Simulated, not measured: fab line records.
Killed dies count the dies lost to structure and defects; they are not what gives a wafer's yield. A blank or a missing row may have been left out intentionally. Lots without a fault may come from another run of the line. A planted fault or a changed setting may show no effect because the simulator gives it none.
fab line records | flow gf180mcu | part 2 of 2: steps 27 to 36 of 36
[record] lots = 5 wafers = 15 last-day = 34
route steps=602 shown MVSD@72 MVPSD@78 VT_IMPLANT@90
lots that met no fault: taken from a fault-free run of the same line
start-h: start of the lot's first displayed wafer, in hours after the record's first day | wait-h: time in hours since the lot's previous step | " the same as in the row above | L1.1+2: a row that stands for several wafers | - either no value or no given start | * or withheld: withheld | < > ~ a bound
route shown NAME@n: a module of which the file shows steps, and the number in the route of the first | usual: mean and standard deviation over wafers with no fault | same: alike in all rows | chamber/n: place in a boat | sites: readings site by site | _std_site: how widely they spread, as a standard deviation | _edge_site: outer sites' mean less inner sites' | radius-mm: how far each site lies from the wafer's centre | mask NAME#n: copy n | behind: the most recent tool/chamber to have shaped the wafer | hold: the reason the lot was held/the length of the hold in hours/how it ended | device: transistor that didn't switch, given as n, p or np | end of line: the tests these same wafers got at the end of their route | step lacking rows: just its recipe | killed: not the wafer's yield, but the dies lost to structure and defects at the first sort | map: per-die view of a wafer (x killed, . not killed, _ where there is no die)
set.NAME: the run value of the setting; set.NAME@STEP: its run value at that earlier step | model.NAME: the simulator's own value behind a step, which no gauge read
lots seen at some steps along the route; tables by step, rows by wafer
services: when a tool's chamber went out of use (start-h, in hours from the record's first day, below 0 if earlier), for how many hours, and the reason
[[steps]]
[step GF_VT_IMPLANT_IMPLANT_08]
[recipe] species = BF2 energy-kev = 20 dose-cm2 = 8.575e+12 tilt-deg = 7
[usual] faraday-current-uA = 48.5/1
// columns lot.wafer tool chamber start-h wait-h faraday-current-uA
L076.2 implanter-04 0 126.75 0.0 49.7
L076.4 " 0 " " 48.9
L076.6 " 0 " " 48.5
L081.2 implanter-04 0 154.05 0.0 47.5
L081.4 " 0 " " 49.1
L081.6 " 0 " " 49.5
L083.1 implanter-03 0 166.39 0.0 48.6
L083.2 " 0 " " 48.8
L083.5 " 0 " " 49.8
L092.2 implanter-03 0 222.40 0.0 48.8
L092.4 " 0 " " 48.7
L092.5 " 0 " " 49.0
L094.1 implanter-03 0 236.28 0.0 48.2
L094.5 " 0 " " 47.1
L094.6 " 0 " " 48.2
[step GF_VT_IMPLANT_STRIP_09]
[recipe] chemistry = O2/N2 power-w = 1400 pressure-mtorr = 1500 platen-temp-c = 250 o2-flow-sccm = 3000 n2-flow-sccm = 300 overash-fraction = 0.5
[usual] drypump-motor-current-A = 5.7/0.39 heater-power-w = 353/26 oes-product-au = 0.716/0.0046 strip-time-to-endpoint-s = 12.801/0.022
// columns lot.wafer tool chamber start-h wait-h drypump-motor-current-A heater-power-w oes-product-au rf-hours-counter-h strip-time-to-endpoint-s
L076.2 plasma-asher-03 1 126.88 0.1 5.5 335 0.716 50 12.782
L076.4 " 1 " " 5.5 341 0.717 - 12.777
L076.6 " 0 " " 6.1 375 0.716 - 12.802
L081.2 plasma-asher-03 0 154.18 0.1 6.1 375 0.716 53 12.770
L081.4 " 1 " " 5.5 338 0.711 - 12.833
L081.6 " 1 " " 5.5 342 0.713 - 12.767
L083.1 plasma-asher-01 1 166.54 0.1 5.7 336 0.714 48 12.799
L083.2 " 0 " " 5.1 403 0.711 48 12.806
L083.5 " 1 " " 5.7 325 0.718 - 12.754
L092.2 plasma-asher-03 1 222.53 0.1 5.5 335 0.718 61 12.822
L092.4 " 1 " " 5.5 335 0.725 - 12.782
L092.5 " 1 " " 5.5 342 0.713 - 12.804
L094.1 plasma-asher-03 0 236.43 0.1 6.1 380 0.711 63 12.827
L094.5 " 0 " " 6.1 376 0.716 - 12.835
L094.6 " 1 " " 5.6 337 0.715 - 12.791
[step GF_VT_IMPLANT_TW_MEAS_10]
[usual] VT_IMPLANT_TW = 574/3.1
// columns lot.wafer tool chamber start-h wait-h VT_IMPLANT_TW
L076.2 film-metro-04 - 126.99 0.1 576
L076.4 " - " " 577
L076.6 " - " " 576
L081.2 film-metro-02 - 154.29 0.1 568
L081.4 " - " " 571
L081.6 " - " " 568
L083.1 film-metro-01 - 166.64 0.1 572
L083.2 " - " " 574
L083.5 " - " " 576
L092.2 film-metro-01 - 222.64 0.1 582
L092.4 " - " " 577
L092.5 " - " " 575
L094.1 film-metro-04 - 236.53 0.1 578
L094.5 " - " " 579
L094.6 " - " " 578
[step GF_VT_IMPLANT_DEHYDRATE_11]
[recipe] temp-c = 200 time-s = 60
[usual] resist-line-temp-C = 23.01/0.11
// columns lot.wafer tool chamber start-h wait-h resist-line-temp-C
L076.2 litho-track-02 0 133.72 6.7 22.89
L076.4 " 0 " " 22.86
L076.6 " 0 " " 22.86
L081.2 litho-track-01 0 161.42 7.1 23.15
L081.4 " 0 " " 23.02
L081.6 " 0 " " 23.05
L083.1 litho-track-02 0 174.69 8.0 23.02
L083.2 " 0 " " 22.97
L083.5 " 0 " " 23.04
L092.2 litho-track-02 0 230.82 8.2 23.07
L092.4 " 0 " " 23.25
L092.5 " 0 " " 22.91
L094.1 litho-track-01 0 245.99 9.5 22.94
L094.5 " 0 " " 22.93
L094.6 " 0 " " 22.91
[step GF_VT_IMPLANT_HMDS_12]
[recipe] prime-time-s = 60 prime-temp-c = 120
[usual] resist-line-temp-C = 23.05/0.11
// columns lot.wafer tool chamber start-h wait-h resist-line-temp-C
L076.2 litho-track-02 0 133.87 0.1 22.94
L076.4 " 0 " " 22.95
L076.6 " 0 " " 22.89
L081.2 litho-track-01 0 161.57 0.1 23.02
L081.4 " 0 " " 22.99
L081.6 " 0 " " 22.93
L083.1 litho-track-02 0 174.84 0.1 22.98
L083.2 " 0 " " 23.14
L083.5 " 0 " " 23.19
L092.2 litho-track-02 0 230.97 0.1 23.09
L092.4 " 0 " " 23.04
L092.5 " 0 " " 22.91
L094.1 litho-track-01 0 246.14 0.1 23.08
L094.5 " 0 " " 23.22
L094.6 " 0 " " 23.27
[step GF_VT_IMPLANT_COAT_13]
[recipe] resist = NOVOLAK spin-rpm = 3000 resist-thk-nm = 1000
[usual] resist-line-temp-C = 22.99/0.092
// columns lot.wafer tool chamber start-h wait-h resist-line-temp-C
L076.2 litho-track-02 0 134.02 0.1 23.11
L076.4 " 0 " " 22.89
L076.6 " 0 " " 23.02
L081.2 litho-track-01 0 161.72 0.1 22.92
L081.4 " 0 " " 23.10
L081.6 " 0 " " 23.00
L083.1 litho-track-02 0 174.99 0.1 22.96
L083.2 " 0 " " 22.87
L083.5 " 0 " " 22.93
L092.2 litho-track-02 0 231.12 0.1 23.02
L092.4 " 0 " " 22.97
L092.5 " 0 " " 22.99
L094.1 litho-track-01 0 246.29 0.1 23.09
L094.5 " 0 " " 23.03
L094.6 " 0 " " 22.96
[step GF_VT_IMPLANT_SOFTBAKE_14]
[recipe] temp-c = 90 time-s = 60 resist = NOVOLAK
[usual] resist-line-temp-C = 23.01/0.13
// columns lot.wafer tool chamber start-h wait-h resist-line-temp-C
L076.2 litho-track-02 0 134.17 0.1 22.98
L076.4 " 0 " " 22.92
L076.6 " 0 " " 22.93
L081.2 litho-track-01 0 161.87 0.1 22.99
L081.4 " 0 " " 23.12
L081.6 " 0 " " 22.82
L083.1 litho-track-02 0 175.14 0.1 23.09
L083.2 " 0 " " 23.09
L083.5 " 0 " " 22.97
L092.2 litho-track-02 0 231.27 0.1 22.88
L092.4 " 0 " " 22.95
L092.5 " 0 " " 22.88
L094.1 litho-track-01 0 246.44 0.1 22.83
L094.5 " 0 " " 22.77
L094.6 " 0 " " 22.84
[step GF_VT_IMPLANT_EXPOSE_15]
[recipe] mask-id = Nwell_LV_AREA target-cd-nm = 860 na = 0.6 source-shape = conventional sigma-outer = 0.6 dose-mj = 140
// columns lot.wafer tool chamber start-h wait-h mask
L076.2+4+6 iline-stepper-01 0 - - Nwell_LV_AREA#0
L081.2+4+6 iline-stepper-01 0 - - Nwell_LV_AREA#0
L083.1+2+5 iline-stepper-02 0 - - Nwell_LV_AREA#0
L092.2+4+5 iline-stepper-01 0 - - Nwell_LV_AREA#0
L094.1+5+6 iline-stepper-01 0 - - Nwell_LV_AREA#0
[step GF_VT_IMPLANT_PEB_16]
[recipe] temp-c = withheld time-s = * resist = NOVOLAK
[usual] resist-line-temp-C = *
// columns lot.wafer tool chamber start-h wait-h resist-line-temp-C
L076.2 litho-track-02 0 - - *
L076.4 " 0 " " *
L076.6 " 0 " " *
L081.2 litho-track-03 0 - - *
L081.4 " 0 " " *
L081.6 " 0 " " *
L083.1 litho-track-03 0 - - *
L083.2 " 0 " " *
L083.5 " 0 " " *
L092.2 litho-track-01 0 - - *
L092.4 " 0 " " *
L092.5 " 0 " " *
L094.1 litho-track-03 0 - - *
L094.5 " 0 " " *
L094.6 " 0 " " *
[step GF_VT_IMPLANT_DEVELOP_17]
[recipe] develop-time-s = 60 dev-temp-c = 23
[usual] resist-line-temp-C = 22.98/0.11
// columns lot.wafer tool chamber start-h wait-h resist-line-temp-C
L076.2 litho-track-02 0 141.72 0.1 23.07
L076.4 " 0 " " 23.03
L076.6 " 0 " " 23.13
L081.2 litho-track-03 0 170.38 0.1 23.09
L081.4 " 0 " " 23.16
L081.6 " 0 " " 23.08
L083.1 litho-track-03 0 182.96 0.1 22.88
L083.2 " 0 " " 22.86
L083.5 " 0 " " 22.88
L092.2 litho-track-01 0 240.56 0.1 22.80
L092.4 " 0 " " 23.06
L092.5 " 0 " " 22.86
L094.1 litho-track-03 0 255.55 0.1 23.17
L094.5 " 0 " " 23.06
L094.6 " 0 " " 22.93
[[services]]
// columns tool chamber start-h hours kind
iline-stepper-02 - 91.11 1.7 pm
plasma-asher-04 - 99.45 0.5 repair
plasma-asher-02 - 108.75 9.0 pm
plasma-asher-02 - 114.79 4.6 repair
implanter-01 - 120.02 7.5 repair
plasma-asher-02 - 124.48 2.1 repair
implanter-01 - 126.25 1.5 repair
plasma-asher-01 - 137.54 15.6 pm
plasma-asher-04 - 154.96 24.9 repair
iline-stepper-02 - 156.96 4.0 repair
implanter-04 - 174.74 4.8 pm
implanter-02 - 177.55 5.1 pm
plasma-asher-04 - 179.90 15.6 pm
implanter-04 - 181.69 2.8 repair
implanter-03 - 189.93 1.5 repair
plasma-asher-03 - 192.46 4.5 repair
iline-stepper-01 - 205.07 1.7 pm
implanter-03 - 205.76 3.3 pm
implanter-03 - 228.74 3.9 pm
plasma-asher-01 - 230.66 0.5 repair
plasma-asher-02 - 238.25 0.7 repair
implanter-03 - 239.11 2.2 repair
plasma-asher-01 - 244.93 3.0 repair
iline-stepper-02 - 251.45 3.6 repair
